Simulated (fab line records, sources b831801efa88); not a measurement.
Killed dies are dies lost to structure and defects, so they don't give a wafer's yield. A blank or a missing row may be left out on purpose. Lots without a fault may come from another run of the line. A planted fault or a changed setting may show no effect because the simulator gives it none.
fab line records | flow gf180mcu
record lots=6 wafers=18 last_day=34
route steps=602 shown V5@566 TOP_METAL@567
lots that met no fault: from a run of the same line without faults
start_h: hours from the record's first day to the start of the lot's first wafer shown | wait_h: hours since the lot's step before | " the same as in the row above | L1.1+2: a row that stands for several wafers | - no value, or no start given | * or withheld: withheld | < > ~ a bound
route shown NAME@n: a module of which the file shows steps, and the number in the route of the first | usual: mean/standard deviation of fault-free wafers | same: alike in all rows | chamber/n: place in a boat | sites: the reading at each site | _std_site: their standard deviation | _edge_site: outer sites' mean less inner sites' | radius_mm: how far each site lies from the wafer's centre | mask NAME#n: copy n | behind: the tool/chamber that last shaped the wafer | hold: why the lot was held/for how many hours/how that ended | device: the transistor (n, p or np) that didn't switch | end of line: the same wafers' tests at the end of the route | a step without rows: its recipe alone | killed: dies lost to structure and defects at the first sort, not the wafer's yield | map: a wafer's dies, x killed, . not, _ none there
set.NAME: the setting as run; set.NAME@STEP: as run at that earlier step | model.NAME: the simulator's own value behind a step, which no gauge read
lots at some steps of the route; a table a step, a row a wafer
services: from which hour (start_h, from the record's first day; less than 0 if before it) a tool's chamber was out of use, for how many hours, and why
## steps
# step GF_V5_CMP_26
# recipe stop_on=SiO2 down_force_psi=3.5 platen_rpm=60 t_overpolish_s=15 target_thk_nm=0 pad_velocity_m_s=0.94248
# step GF_TOP_METAL_SPUTTER_00
# recipe material=Ti target_thk_nm=37.5 arriving_ion_energy_ev=80 substrate_temp_c=200 chamber_pressure_pa=2 power_w=4000 time_s=150
# usual throttle_valve_pct=29.6/0.95
# columns lot.wafer tool chamber start_h wait_h throttle_valve_pct
L480.2 pvd_sputter-01 - 631.03 0.1 30.2
L480.3 " - " " 30.5
L480.6 " - " " 30.3
L483.3 pvd_sputter-01 - 656.01 0.1 30.4
L483.5 " - " " 30.2
L483.6 " - " " 30.3
L487.4 pvd_sputter-04 - 677.59 0.1 31.4
L487.5 " - " " 29.4
L487.6 " - " " 28.9
L498.3 pvd_sputter-04 - 755.35 0.2 31.0
L498.4 " - " " 28.5
L498.6 " - " " 30.9
L500.1 pvd_sputter-01 - 765.70 0.1 30.6
L500.2 " - " " 30.7
L500.4 " - " " 28.6
L502.2 pvd_sputter-04 - 783.85 0.2 28.8
L502.4 " - " " 29.4
L502.6 " - " " 28.6
# step GF_TOP_METAL_SPUTTER_01
# recipe material=TiN target_thk_nm=30 power_w=6500 time_s=25 chamber_pressure_pa=0.4
# step GF_TOP_METAL_SPUTTER_02
# recipe material=AlCu target_thk_nm=900 power_w=10600 chamber_pressure_pa=0.3 substrate_temp_c=250 gas=Ar time_s=47.82
# usual throttle_valve_pct=29.7/0.95
# columns lot.wafer tool chamber start_h wait_h throttle_valve_pct
L480.2 pvd_sputter-01 - 631.16 0.0 30.3
L480.3 " - " " 30.5
L480.6 " - " " 30.6
L483.3 pvd_sputter-01 - 656.14 0.0 30.0
L483.5 " - " " 30.1
L483.6 " - " " 30.8
L487.4 pvd_sputter-04 - 677.69 0.0 31.0
L487.5 " - " " 29.5
L487.6 " - " " 28.7
L498.3 pvd_sputter-04 - 755.48 0.0 31.0
L498.4 " - " " 28.7
L498.6 " - " " 31.0
L500.1 pvd_sputter-01 - 765.83 0.0 30.7
L500.2 " - " " 30.6
L500.4 " - " " 28.4
L502.2 pvd_sputter-04 - 783.98 0.0 28.5
L502.4 " - " " 29.1
L502.6 " - " " 28.6
# step GF_TOP_METAL_SPUTTER_03
# recipe material=Ti target_thk_nm=5 substrate_temp_c=300 chamber_pressure_pa=0.3 power_w=3000 time_s=3.3
# usual throttle_valve_pct=29.6/0.94
# columns lot.wafer tool chamber start_h wait_h throttle_valve_pct
L480.2 pvd_sputter-01 - 631.20 0.0 30.2
L480.3 " - " " 30.9
L480.6 " - " " 30.4
L483.3 pvd_sputter-01 - 656.19 0.0 29.8
L483.5 " - " " 30.1
L483.6 " - " " 30.4
L487.4 pvd_sputter-04 - 677.72 0.0 30.9
L487.5 " - " " 29.4
L487.6 " - " " 28.4
L498.3 pvd_sputter-04 - 755.52 0.0 30.9
L498.4 " - " " 28.7
L498.6 " - " " 30.9
L500.1 pvd_sputter-01 - 765.87 0.0 30.8
L500.2 " - " " 30.6
L500.4 " - " " 28.8
L502.2 pvd_sputter-04 - 784.02 0.0 28.8
L502.4 " - " " 29.1
L502.6 " - " " 28.7
# step GF_TOP_METAL_SPUTTER_04
# recipe material=TiN target_thk_nm=25 power_w=6500 time_s=19.8 chamber_pressure_pa=0.4
# usual throttle_valve_pct=29.6/0.96
# columns lot.wafer tool chamber start_h wait_h throttle_valve_pct
L480.2 pvd_sputter-01 - 631.22 0.0 30.3
L480.3 " - " " 30.6
L480.6 " - " " 30.5
L483.3 pvd_sputter-01 - 656.21 0.0 30.4
L483.5 " - " " 30.3
L483.6 " - " " 30.8
L487.4 pvd_sputter-04 - 677.74 0.0 31.3
L487.5 " - " " 29.1
L487.6 " - " " 28.6
L498.3 pvd_sputter-04 - 755.54 0.0 30.9
L498.4 " - " " 28.6
L498.6 " - " " 30.9
L500.1 pvd_sputter-01 - 765.89 0.0 31.1
L500.2 " - " " 30.3
L500.4 " - " " 28.7
L502.2 pvd_sputter-04 - 784.04 0.0 28.5
L502.4 " - " " 29.0
L502.6 " - " " 28.2
# step GF_TOP_METAL_RS_MEAS_05
# recipe thk_meas_gauge=four-point-probe reads=TiN_of_TOP_METAL_SPUTTER_04+Ti_of_TOP_METAL_SPUTTER_03+AlCu_of_TOP_METAL_SPUTTER_02+TiN_of_TOP_METAL_SPUTTER_01+Ti_of_TOP_METAL_SPUTTER_00
# usual TOP_METAL_ALCU_RS=0.0326/0.00036
# columns lot.wafer tool chamber start_h wait_h TOP_METAL_ALCU_RS[ohm/sq]
L480.2 film_metro-02 - 631.27 0.0 0.0331
L480.3 " - " " 0.0333
L480.6 " - " " 0.0333
L483.3 film_metro-01 - 656.27 0.1 0.0327
L483.5 " - " " 0.0327
L483.6 " - " " 0.0328
L487.4 film_metro-01 - 677.82 0.1 0.0319
L487.5 " - " " 0.0320
L487.6 " - " " 0.0321
L498.3 film_metro-03 - 755.61 0.1 0.0323
L498.4 " - " " 0.0322
L498.6 " - " " 0.0323
L500.1 film_metro-02 - 765.92 0.0 0.0334
L500.2 " - " " 0.0333
L500.4 " - " " 0.0330
L502.2 film_metro-03 - 784.09 0.0 0.0326
L502.4 " - " " 0.0321
L502.6 " - " " 0.0324
# step GF_TOP_METAL_THK_MEAS_06
# recipe thk_meas_gauge=xrf reads=AlCu_of_TOP_METAL_SPUTTER_02
# usual TOP_METAL_ALCU_THK=889/11
# columns lot.wafer tool chamber start_h wait_h TOP_METAL_ALCU_THK[nm]
L480.2 film_metro-02 - 631.38 0.1 881
L480.3 " - " " 876
L480.6 " - " " 874
L483.3 film_metro-01 - 656.37 0.1 885
L483.5 " - " " 886
L483.6 " - " " 882
L487.4 film_metro-01 - 677.91 0.1 904
L487.5 " - " " 905
L487.6 " - " " 903
L498.3 film_metro-03 - 755.71 0.1 888
L498.4 " - " " 894
L498.6 " - " " 891
L500.1 film_metro-02 - 766.04 0.1 875
L500.2 " - " " 874
L500.4 " - " " 879
L502.2 film_metro-03 - 784.20 0.1 879
L502.4 " - " " 894
L502.6 " - " " 892
# step GF_TOP_METAL_DEHYDRATE_07
# recipe temp_c=200 time_s=60
# step GF_TOP_METAL_HMDS_08
# recipe prime_time_s=60 prime_temp_c=120
# step GF_TOP_METAL_COAT_09
# recipe resist=NOVOLAK spin_rpm=3000 resist_thk_nm=1500
# step GF_TOP_METAL_SOFTBAKE_10
# recipe temp_c=90 time_s=60 resist=NOVOLAK
# step GF_TOP_METAL_EXPOSE_11
# recipe mask_id=MetalTop target_cd_nm=440 na=0.6 source_shape=conventional sigma_outer=0.6 dose_mj=170
# usual focus_offset_nm=0.1/0.54
# columns lot.wafer tool chamber start_h wait_h mask focus_offset_nm
L480.2 iline_stepper-01 0 641.29 - MetalTop#0 -0.2
L480.3 " 0 " " MetalTop#0 -0.3
L480.6 " 0 " " MetalTop#0 0.5
L483.3 iline_stepper-02 0 665.97 - MetalTop#0 0.3
L483.5 " 0 " " MetalTop#0 0.4
L483.6 " 0 " " MetalTop#0 0.2
L487.4 iline_stepper-02 0 687.46 - MetalTop#0 0.2
L487.5 " 0 " " MetalTop#0 0.5
L487.6 " 0 " " MetalTop#0 0.4
L498.3 iline_stepper-02 0 763.98 - MetalTop#0 -0.3
L498.4 " 0 " " MetalTop#0 -0.4
L498.6 " 0 " " MetalTop#0 -0.1
L500.1 iline_stepper-01 0 773.72 - MetalTop#0 -0.3
L500.2 " 0 " " MetalTop#0 0.3
L500.4 " 0 " " MetalTop#0 0.0
L502.2 iline_stepper-01 0 791.86 - MetalTop#0 0.5
L502.4 " 0 " " MetalTop#0 0.4
L502.6 " 0 " " MetalTop#0 0.8
# step GF_TOP_METAL_PEB_12
# recipe temp_c=withheld time_s=* resist=NOVOLAK
# step GF_TOP_METAL_DEVELOP_13
# recipe develop_time_s=57.94 dev_temp_c=23
# same develop_time_s=57.94
# columns lot.wafer tool chamber start_h wait_h model.TOP_METAL.cd_nm
L480.2 litho_track-04 0 651.40 0.1 437.1
L480.3 " 0 " " 435.7
L480.6 " 0 " " 435.5
L483.3 litho_track-01 0 675.36 0.1 308.7
L483.5 " 0 " " 436.6
L483.6 " 0 " " 306.5
L487.4 litho_track-04 0 696.10 0.1 440
L487.5 " 0 " " 441
L487.6 " 0 " " 306.5
L498.3 litho_track-03 0 771.92 0.1 444.7
L498.4 " 0 " " 446.3
L498.6 " 0 " " 442.8
L500.1 litho_track-01 0 781.46 0.1 440.9
L500.2 " 0 " " 442.1
L500.4 " 0 " " 442
L502.2 litho_track-01 0 798.99 0.1 440.3
L502.4 " 0 " " 440.9
L502.6 " 0 " " 439.6
# step GF_TOP_METAL_CD_MEAS_14
# recipe target_cd_nm=440
# usual cd_nm=440.6/2.5
# columns lot.wafer tool chamber start_h wait_h cd_nm
L480.2 cd_sem-01 - 651.55 0.1 436.9
L480.3 " - " " 435.6
L480.6 " - " " 435.5
L483.3 cd_sem-02 - 675.50 0.1 308.7
L483.5 " - " " 436.7
L483.6 " - " " 306.5
L487.4 cd_sem-01 - 696.30 0.2 440.7
L487.5 " - " " 440.4
L487.6 " - " " 306.4
L498.3 cd_sem-02 - 772.06 0.1 444.8
L498.4 " - " " 446.4
L498.6 " - " " 442.5
L500.1 cd_sem-02 - 781.61 0.1 440.9
L500.2 " - " " 442.2
L500.4 " - " " 442.2
L502.2 cd_sem-02 - 799.13 0.1 440.6
L502.4 " - " " 441.2
L502.6 " - " " 439.4
# step GF_TOP_METAL_OVL_MEAS_15
# usual TOP_METAL_OVL=0.3/1.2
# columns lot.wafer tool chamber start_h wait_h TOP_METAL_OVL[nm]
L480.2 overlay-02 - 651.65 0.1 1.8
L480.3 " - " " -0.9
L480.6 " - " " -0.6
L483.3 overlay-02 - 675.60 0.1 -0.4
L483.5 " - " " -0.6
L483.6 " - " " 1.7
L487.4 overlay-02 - 696.38 0.1 -1.1
L487.5 " - " " -0.4
L487.6 " - " " 0.2
L498.3 overlay-02 - 772.15 0.1 -1.5
L498.4 " - " " -0.6
L498.6 " - " " -1.1
L500.1 overlay-02 - 781.73 0.1 0.3
L500.2 " - " " -1.0
L500.4 " - " " 0.1
L502.2 overlay-01 - 799.24 0.1 1.8
L502.4 " - " " 0.3
L502.6 " - " " 0.6
# step GF_TOP_METAL_METAL_ETCH_16
# recipe chemistry=Cl2/BCl3 mask_material=NOVOLAK target_depth_nm=1077.5 stop_on=SiO2 pressure_mtorr=8 icp_w=800 bias_w=140 Cl2_flow_sccm=80 bcl3_flow_sccm=40 time_s=179.6
# usual chamber_pressure_mTorr=8.000/0.0073 drypump_motor_current_A=5.55/0.25 oes_product_au=0.968/0.0075 throttle_valve_pct=28.255/0.011
# columns lot.wafer tool chamber start_h wait_h chamber_pressure_mTorr drypump_motor_current_A oes_product_au rf_hours_counter_h throttle_valve_pct model.TOP_METAL.cd_nm
L480.2 rie_metal-03 0 651.68 0.0 7.998 5.12 0.960 9 28.252 441.1
L480.3 " 0 " " 7.999 5.13 0.960 - 28.254 443.7
L480.6 " 1 " " 8.001 5.51 0.949 - 28.257 434.2
L483.3 rie_metal-03 1 675.74 0.1 8.005 5.54 0.963 - 28.277 298.9
L483.5 " 1 " " 7.998 5.54 0.967 - 28.262 429.3
L483.6 " 1 " " 8.004 5.51 0.968 - 28.247 300.3
L487.4 rie_metal-02 0 696.45 0.1 8.000 5.57 0.979 - 28.226 446.6
L487.5 " 0 " " 8.008 5.55 0.988 - 28.247 444
L487.6 " 1 " " 7.995 5.86 0.977 - 28.240 300.8
L498.3 rie_metal-01 0 772.23 0.1 8.012 5.82 0.978 - 28.260 442.1
L498.4 " 1 " " 8.002 5.37 0.980 - 28.245 449.4
L498.6 " 1 " " 7.991 5.38 0.969 - 28.253 435.5
L500.1 rie_metal-03 1 781.77 0.0 8.000 5.52 0.954 11 28.281 432.2
L500.2 " 0 " " 7.987 5.12 0.953 14 28.269 439
L500.4 " 0 " " 8.009 5.12 0.962 - 28.264 442.7
L502.2 rie_metal-01 0 799.27 0.0 7.982 5.82 0.967 2 28.257 442.9
L502.4 " 0 " " 8.003 5.82 0.973 - 28.245 448.2
L502.6 " 0 " " 8.006 5.82 0.973 - 28.259 443.4
# step GF_TOP_METAL_STRIP_17
# recipe chemistry=O2/N2 power_w=1400 pressure_mtorr=1500 platen_temp_c=250 o2_flow_sccm=3000 n2_flow_sccm=300 overash_fraction=0.5
# usual chamber_pressure_mTorr=1499.7/2.9 drypump_motor_current_A=5.73/0.11 heater_power_w=339/40 o2_flow_sccm=2999/9.2 oes_product_au=0.710/0.0043 strip_time_to_endpoint_s=13.48/0.071
# columns lot.wafer tool chamber start_h wait_h chamber_pressure_mTorr drypump_motor_current_A heater_power_w o2_flow_sccm oes_product_au rf_hours_counter_h strip_time_to_endpoint_s
L480.2 plasma_asher-01 1 651.86 0.1 1499.2 5.88 287 2986 0.709 84 13.47
L480.3 " 0 " " 1501.4 5.74 349 2989 0.713 - 13.48
L480.6 " 1 " " 1500.9 5.91 289 2988 0.712 - 13.51
L483.3 plasma_asher-02 0 676.00 0.2 1498.0 5.55 309 2998 0.707 - 13.57
L483.5 " 1 " " 1498.4 5.82 381 3009 0.708 - 13.53
L483.6 " 0 " " 1498.8 5.54 298 3004 0.712 - 13.55
L487.4 plasma_asher-01 0 696.60 0.1 1500.3 5.75 353 2983 0.715 - 13.50
L487.5 " 0 " " 1500.9 5.75 365 3004 0.718 - 13.50
L487.6 " 1 " " 1498.3 5.86 275 3017 0.717 - 13.44
L498.3 plasma_asher-01 0 772.38 0.1 1500.6 5.72 342 2998 0.705 - 13.54
L498.4 " 1 " " 1502.4 5.86 276 2990 0.709 - 13.49
L498.6 " 0 " " 1500.8 5.71 360 2996 0.712 - 13.56
L500.1 plasma_asher-02 1 781.94 0.1 1497.0 5.81 382 3001 0.713 38 13.62
L500.2 " 0 " " 1497.7 5.54 303 2992 0.708 38 13.51
L500.4 " 1 " " 1497.9 5.80 388 3005 0.700 - 13.52
L502.2 plasma_asher-01 0 799.44 0.1 1499.2 5.73 353 3008 0.712 100 13.38
L502.4 " 1 " " 1499.0 5.87 277 2979 0.710 - 13.44
L502.6 " 1 " " 1499.1 5.89 281 2997 0.719 - 13.49
## services
# columns tool chamber start_h hours kind
plasma_asher-01 - 608.02 14.6 pm
rie_metal-01 0 622.96 7.4 repair
pvd_sputter-04 - 633.12 9.8 repair
iline_stepper-01 - 646.38 4.4 pm
rie_metal-03 - 648.11 2.8 pm
rie_metal-03 1 652.24 12.6 repair
rie_metal-03 0 663.20 18.3 repair
pvd_sputter-01 3 664.70 - consumable_replace:kit
pvd_sputter-01 3 664.70 18.0 scheduled_down
pvd_sputter-01 3 664.70 18.0 vent_cycle
pvd_sputter-04 1 670.69 - consumable_replace:kit
pvd_sputter-04 1 670.69 18.0 scheduled_down
pvd_sputter-04 1 670.69 18.0 vent_cycle
iline_stepper-02 - 681.54 1.7 pm
pvd_sputter-01 - 685.31 1.6 repair
pvd_sputter-01 - 689.55 0.7 repair
iline_stepper-02 - 692.27 8.9 pm
iline_stepper-01 - 708.83 1.7 pm
rie_metal-03 - 748.14 1.4 pm
iline_stepper-02 - 760.66 1.0 repair
pvd_sputter-01 2 768.57 - consumable_replace:kit
pvd_sputter-01 2 768.57 18.0 scheduled_down
plasma_asher-02 - 768.80 0.9 repair
rie_metal-03 - 798.90 0.9 repair
## key
first_sign step=GF_TOP_METAL_CD_MEAS_14 reading=cd_nm direction=down sigmas=53 usual=440.6 struck=307.2
effect none on later readings
model_effect step=GF_TOP_METAL_DEVELOP_13 value=TOP_METAL.cd_nm without=438 struck=307.2
model_effect step=GF_TOP_METAL_METAL_ETCH_16 value=TOP_METAL.cd_nm without=430.8 struck=300
met_at GF_TOP_METAL_EXPOSE_11
struck_wafers L483.3,L483.6,L487.6
later_rows_left_out L483.3,L483.6,L487.6
sort_left_out L483.3,L483.6,L487.6
fault kind=process_parameter_drift tool=iline_stepper-02 chamber=- onset_h=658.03 steps=GF_TOP_METAL_EXPOSE_11 channel=focus_nm offset=1034.6 shape=step end_h=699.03 scope=struck_wafers_only
# sort_left_out: the simulated sort isn't trusted on such a fault, so these wafers' sort isn't shown, and their yield isn't known
# later_rows_left_out: the simulator's readings of these wafers behind a module that went badly wrong aren't trusted and aren't shown, but for the sort
